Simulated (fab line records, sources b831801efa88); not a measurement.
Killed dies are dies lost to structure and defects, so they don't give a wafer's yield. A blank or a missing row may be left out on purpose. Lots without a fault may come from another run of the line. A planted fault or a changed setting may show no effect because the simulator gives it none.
fab line records | flow gf180mcu
record lots=13 wafers=39 last_day=33
route steps=602 shown STI@30 POLY_GATE@174 CONTACT@301 M1@332
lots that met no fault: from a run of the same line without faults
start_h: hours from the record's first day to the start of the lot's first wafer shown | wait_h: hours since the lot's step before | " the same as in the row above | L1.1+2: a row that stands for several wafers | - no value, or no start given | * or withheld: withheld | < > ~ a bound
route shown NAME@n: a module of which the file shows steps, and the number in the route of the first | usual: mean/standard deviation of fault-free wafers | same: alike in all rows | chamber/n: place in a boat | sites: the reading at each site | _std_site: their standard deviation | _edge_site: outer sites' mean less inner sites' | radius_mm: how far each site lies from the wafer's centre | mask NAME#n: copy n | behind: the tool/chamber that last shaped the wafer | hold: why the lot was held/for how many hours/how that ended | device: the transistor (n, p or np) that didn't switch | end of line: the same wafers' tests at the end of the route | a step without rows: its recipe alone | killed: dies lost to structure and defects at the first sort, not the wafer's yield | map: a wafer's dies, x killed, . not, _ none there
set.NAME: the setting as run; set.NAME@STEP: as run at that earlier step | model.NAME: the simulator's own value behind a step, which no gauge read
steps of the route over a sample of lots; a table a step, a row a wafer
services: from which hour (start_h, from the record's first day; less than 0 if before it) a tool's chamber was out of use, for how many hours, and why
## steps
# step GF_STI_OXIDATION_29
# recipe temp_c=900 ambient=O2 stabilise_s=600 purge_s=300 target_thk_a=100 ox_time_s=1418
# usual spike_tc_upper_C=900.4/0.96 zone_power_top_pct=32.6/2.2
# same stabilise_s=600
# columns lot.wafer tool chamber start_h wait_h spike_tc_upper_C zone_power_top_pct
L802.1 furnace-02 0 29.97 0.0 899.8 34.4
L802.3 " 0 " " 898.5 34.0
L802.5 " 0 " " 900.8 34.4
L803.2 furnace-01 0 34.07 0.0 901.6 29.3
L803.4 " 0 " " 900.6 30.3
L803.5 " 0 " " 900.7 30.1
L804.2 furnace-01 0 39.25 0.0 901.7 30.3
L804.3 " 0 " " 900.9 30.2
L804.6 " 0 " " 898.4 29.9
L805.1 furnace-01 0 46.51 0.2 899.6 30.0
L805.2 " 0 " " 900.9 30.6
L805.3 " 0 " " 900.9 29.7
L806.1 furnace-01 0 49.73 0.0 900.2 29.9
L806.4 " 0 " " 899.9 30.1
L806.6 " 0 " " 901.0 29.7
L807.1 furnace-02 0 55.38 0.0 900.8 34.7
L807.3 " 0 " " 902.0 34.0
L807.4 " 0 " " 902.4 34.7
L808.3 furnace-02 0 59.53 0.0 900.7 34.0
L808.4 " 0 " " 900.8 34.7
L808.5 " 0 " " 900.9 33.5
L809.2 furnace-01 0 65.10 0.4 900.9 30.0
L809.5 " 0 " " 898.4 29.6
L809.6 " 0 " " 902.0 29.7
L810.3 furnace-02 0 71.51 1.3 901.0 34.3
L810.4 " 0 " " 900.0 34.2
L810.5 " 0 " " 900.5 34.2
L814.4 furnace-02 0 91.51 0.9 900.8 34.1
L814.5 " 0 " " 898.7 34.6
L814.6 " 0 " " 899.2 35.1
L816.1 furnace-02 0 101.54 0.2 900.3 34.6
L816.2 " 0 " " 900.1 34.3
L816.4 " 0 " " 900.6 34.9
L818.2 furnace-02 0 111.51 0.4 898.3 34.7
L818.4 " 0 " " 900.2 34.7
L818.5 " 0 " " 900.9 34.4
L819.3 furnace-02 0 115.70 0.0 900.1 34.4
L819.4 " 0 " " 902.2 34.4
L819.6 " 0 " " 900.1 34.4
# step GF_STI_THK_MEAS_30
# recipe reads=SiO2_of_STI_OXIDATION_29
# usual STI_OXIDATION_02_THK=10.00/0.18
# columns lot.wafer tool chamber start_h wait_h STI_OXIDATION_02_THK[nm]
L802.1 film_metro-02 - 31.37 0.0 10.02
L802.3 " - " " 10.11
L802.5 " - " " 10.07
L803.2 film_metro-04 - 35.48 0.0 9.77
L803.4 " - " " 9.87
L803.5 " - " " 9.90
L804.2 film_metro-04 - 40.65 0.0 9.99
L804.3 " - " " 9.94
L804.6 " - " " 9.97
L805.1 film_metro-02 - 47.91 0.0 9.77
L805.2 " - " " 9.79
L805.3 " - " " 9.59
L806.1 film_metro-01 - 51.12 0.0 9.79
L806.4 " - " " 9.68
L806.6 " - " " 10.02
L807.1 film_metro-04 - 56.77 0.0 10.42
L807.3 " - " " 10.40
L807.4 " - " " 10.30
L808.3 film_metro-02 - 60.95 0.0 10.00
L808.4 " - " " 10.05
L808.5 " - " " 10.11
L809.2 film_metro-04 - 66.50 0.0 9.95
L809.5 " - " " 9.90
L809.6 " - " " 10.17
L810.3 film_metro-01 - 72.93 0.0 9.95
L810.4 " - " " 9.98
L810.5 " - " " 10.02
L814.4 film_metro-01 - 92.94 0.0 10.19
L814.5 " - " " 10.23
L814.6 " - " " 10.02
L816.1 film_metro-04 - 102.94 0.0 15.48
L816.2 " - " " 15.59
L816.4 " - " " 15.58
L818.2 film_metro-04 - 112.92 0.0 15.87
L818.4 " - " " 15.57
L818.5 " - " " 15.73
L819.3 film_metro-04 - 117.12 0.0 15.56
L819.4 " - " " 15.71
L819.6 " - " " 15.48
# step GF_POLY_GATE_THK_MEAS_17
# recipe reads=SiO2_of_POLY_GATE_OXIDATION_16
# usual POLY_GATE_OXIDATION_THK=4.02/0.086
# columns lot.wafer tool chamber start_h wait_h POLY_GATE_OXIDATION_THK[nm]
L802.1 film_metro-02 - 203.98 0.0 4.01
L802.3 " - " " 3.98
L802.5 " - " " 4.10
L803.2 film_metro-02 - 209.47 0.0 3.95
L803.4 " - " " 4.08
L803.5 " - " " 4.02
L804.2 film_metro-03 - 214.12 0.0 4.20
L804.3 " - " " 4.07
L804.6 " - " " 4.16
L805.1 film_metro-02 - 223.41 0.0 3.84
L805.2 " - " " 3.90
L805.3 " - " " 3.90
L806.1 film_metro-03 - 226.93 0.0 4.04
L806.4 " - " " 3.97
L806.6 " - " " 4.07
L807.1 film_metro-03 - 231.34 0.0 4.01
L807.3 " - " " 4.00
L807.4 " - " " 4.01
L808.3 film_metro-04 - 236.55 0.0 4.00
L808.4 " - " " 3.84
L808.5 " - " " 3.86
L809.2 film_metro-04 - 244.87 0.0 3.95
L809.5 " - " " 3.94
L809.6 " - " " 4.00
L810.3 film_metro-02 - 255.79 0.0 3.98
L810.4 " - " " 3.93
L810.5 " - " " 4.15
L814.4 film_metro-04 - 283.35 0.0 4.10
L814.5 " - " " 4.10
L814.6 " - " " 4.07
L816.1 film_metro-02 - 296.16 0.0 3.86
L816.2 " - " " 3.92
L816.4 " - " " 3.97
L818.2 film_metro-02 - 309.38 0.0 4.10
L818.4 " - " " 4.15
L818.5 " - " " 4.13
L819.3 film_metro-02 - 315.55 0.0 3.93
L819.4 " - " " 3.96
L819.6 " - " " 3.95
# step GF_CONTACT_CD_MEAS_14
# recipe target_cd_nm=220
# usual cd_nm=220.1/1.4
# columns lot.wafer tool chamber start_h wait_h cd_nm
L802.1 cd_sem-01 - 366.96 0.1 220.8
L802.3 " - " " 221.1
L802.5 " - " " 220.5
L803.2 cd_sem-02 - 377.28 0.1 219.8
L803.4 " - " " 220.1
L803.5 " - " " 219.8
L804.2 cd_sem-02 - 380.70 0.1 217.6
L804.3 " - " " 217.5
L804.6 " - " " 219.7
L805.1 cd_sem-02 - 395.48 0.1 219.5
L805.2 " - " " 218.1
L805.3 " - " " 218.7
L806.1 cd_sem-01 - 402.76 0.1 222.4
L806.4 " - " " 222.4
L806.6 " - " " 222.1
L807.1 cd_sem-01 - 403.11 0.1 221.2
L807.3 " - " " 220.7
L807.4 " - " " 221.3
L808.3 cd_sem-02 - 413.37 0.1 220.7
L808.4 " - " " 222.4
L808.5 " - " " 221.6
L809.2 cd_sem-01 - 421.37 0.1 219.5
L809.5 " - " " 221.0
L809.6 " - " " 222.3
L810.3 cd_sem-02 - 435.90 0.1 219.6
L810.4 " - " " 219.6
L810.5 " - " " 218.1
L814.4 cd_sem-02 - 471.06 0.1 220.1
L814.5 " - " " 218.4
L814.6 " - " " 219.1
L816.1 cd_sem-01 - 483.76 0.1 219.2
L816.2 " - " " 218.6
L816.4 " - " " 217.9
L818.2 cd_sem-02 - 503.75 0.1 220.5
L818.4 " - " " 217.8
L818.5 " - " " 219.4
L819.3 cd_sem-02 - 507.30 0.1 220.9
L819.4 " - " " 221.1
L819.6 " - " " 219.8
# step GF_M1_STRIP_17
# recipe chemistry=O2/N2 power_w=1400 pressure_mtorr=1500 platen_temp_c=250 o2_flow_sccm=3000 n2_flow_sccm=300 overash_fraction=0.5
# usual chamber_pressure_mTorr=1499.9/1.3 drypump_motor_current_A=5.8/0.42 heater_power_w=323/40 oes_product_au=0.538/0.0056 strip_time_to_endpoint_s=7.40/0.058
# columns lot.wafer tool chamber start_h wait_h chamber_pressure_mTorr drypump_motor_current_A heater_power_w oes_product_au rf_hours_counter_h strip_time_to_endpoint_s
L802.1 plasma_asher-04 1 391.29 0.1 1498.9 6.3 277 0.527 77 7.46
L802.3 " 0 " " 1500.5 5.3 367 0.535 - 7.45
L802.5 " 1 " " 1497.9 6.3 286 0.543 - 7.44
L803.2 plasma_asher-02 1 402.13 0.1 1498.4 5.6 313 0.540 26 7.42
L803.4 " 0 " " 1500.3 5.7 276 0.539 - 7.45
L803.5 " 0 " " 1500.4 5.7 276 0.542 - 7.45
L804.2 plasma_asher-02 0 405.38 0.1 1497.3 5.7 280 0.540 26 7.37
L804.3 " 1 " " 1499.7 5.7 328 0.547 - 7.37
L804.6 " 1 " " 1498.6 5.7 331 0.536 - 7.42
L805.1 plasma_asher-01 0 420.48 0.1 1500.4 5.6 359 0.536 79 7.39
L805.2 " 1 " " 1501.9 5.7 368 0.540 79 7.45
L805.3 " 0 " " 1501.6 5.6 351 0.546 - 7.47
L806.1 plasma_asher-04 0 427.43 0.1 1500.7 5.3 362 0.546 81 7.44
L806.4 " 0 " " 1500.6 5.3 366 0.539 - 7.46
L806.6 " 0 " " 1499.4 5.3 369 0.540 - 7.44
L807.1 plasma_asher-04 0 429.18 0.3 1501.6 5.3 357 0.540 81 7.42
L807.3 " 0 " " 1499.8 5.3 375 0.522 - 7.38
L807.4 " 1 " " 1497.9 6.3 284 0.540 - 7.37
L808.3 plasma_asher-04 1 441.16 0.1 1500.3 6.3 285 0.533 - 7.40
L808.4 " 0 " " 1500.6 5.3 377 0.536 - 7.33
L808.5 " 1 " " 1499.1 6.3 279 0.539 - 7.37
L809.2 plasma_asher-04 1 447.44 0.1 1501.9 6.3 276 0.539 83 7.36
L809.5 " 0 " " 1501.2 5.3 363 0.541 - 7.38
L809.6 " 1 " " 1497.5 6.4 280 0.541 - 7.37
L810.3 plasma_asher-04 1 462.02 0.1 1501.5 6.3 280 0.540 - 7.49
L810.4 " 0 " " 1499.4 5.3 364 0.535 - 7.44
L810.5 " 1 " " 1498.9 6.3 279 0.551 - 7.46
L814.4 plasma_asher-04 0 497.07 0.1 1498.1 5.3 365 0.543 - 7.38
L814.5 " 1 " " 1499.5 6.3 279 0.545 - 7.42
L814.6 " 0 " " 1501.9 5.3 357 0.540 - 7.33
L816.1 plasma_asher-04 0 509.37 0.2 1501.7 5.3 375 0.532 90 7.30
L816.2 " 1 " " 1500.7 6.3 289 0.524 90 7.29
L816.4 " 0 " " 1499.7 5.3 373 0.540 - 7.26
L818.2 plasma_asher-04 1 528.08 0.1 1501.2 6.3 290 0.531 92 7.36
L818.4 " 1 " " 1499.3 6.3 280 0.536 - 7.32
L818.5 " 0 " " 1501.2 5.3 363 0.536 - 7.36
L819.3 plasma_asher-04 1 532.41 0.1 1498.9 6.3 281 0.540 - 7.41
L819.4 " 0 " " 1499.5 5.3 366 0.541 - 7.43
L819.6 " 0 " " 1501.3 5.3 372 0.535 - 7.43
## services
# columns tool chamber start_h hours kind
furnace-01 - 42.04 2.4 pm
plasma_asher-02 - 108.75 9.0 pm
plasma_asher-02 - 117.75 14.6 pm
furnace-02 - 146.69 3.2 pm
plasma_asher-01 - 147.96 3.3 repair
furnace-01 - 154.85 4.2 pm
furnace-01 - 159.03 4.7 pm
plasma_asher-02 - 178.72 3.8 repair
plasma_asher-02 - 191.86 0.7 repair
plasma_asher-02 - 206.65 2.4 repair
plasma_asher-01 - 225.84 0.6 repair
plasma_asher-01 - 247.98 4.5 repair
plasma_asher-02 - 310.99 1.8 repair
furnace-01 - 325.17 3.4 pm
plasma_asher-02 - 325.37 0.7 repair
plasma_asher-04 - 328.00 2.8 pm
furnace-01 - 328.60 3.1 pm
plasma_asher-01 - 421.25 9.0 pm
plasma_asher-01 - 449.46 7.5 repair
furnace-02 - 482.69 3.5 pm
plasma_asher-01 - 486.34 0.3 repair
furnace-01 - 492.40 3.8 pm
plasma_asher-04 - 508.72 0.3 repair
furnace-01 - 522.09 6.0 repair
## key
first_sign step=GF_STI_THK_MEAS_30 reading=STI_OXIDATION_02_THK direction=up sigmas=32 usual=10.00 struck=15.62
effect none on later readings
met_at GF_STI_OXIDATION_29
struck_lots L816,L818,L819
tester_left_out L816,L818,L819
not_acting_at GF_POLY_GATE_THK_MEAS_17,GF_CONTACT_CD_MEAS_14,GF_M1_STRIP_17
onset_between 91.51 101.54
also_fits time
fault kind=process_parameter_drift tool=furnace-02 chamber=- onset_h=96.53 steps=GF_STI_OXIDATION_29 channel=ox_time_s offset=* shape=step end_h=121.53 acts_in=* stated=*
# tester_left_out: of these lots the tester's yield and bins aren't shown, on N5 and GAA mostly nor the transistor test; their killed dies are dies lost to structure and defects alone, not to doping, threshold or leakage, so they don't give the yield
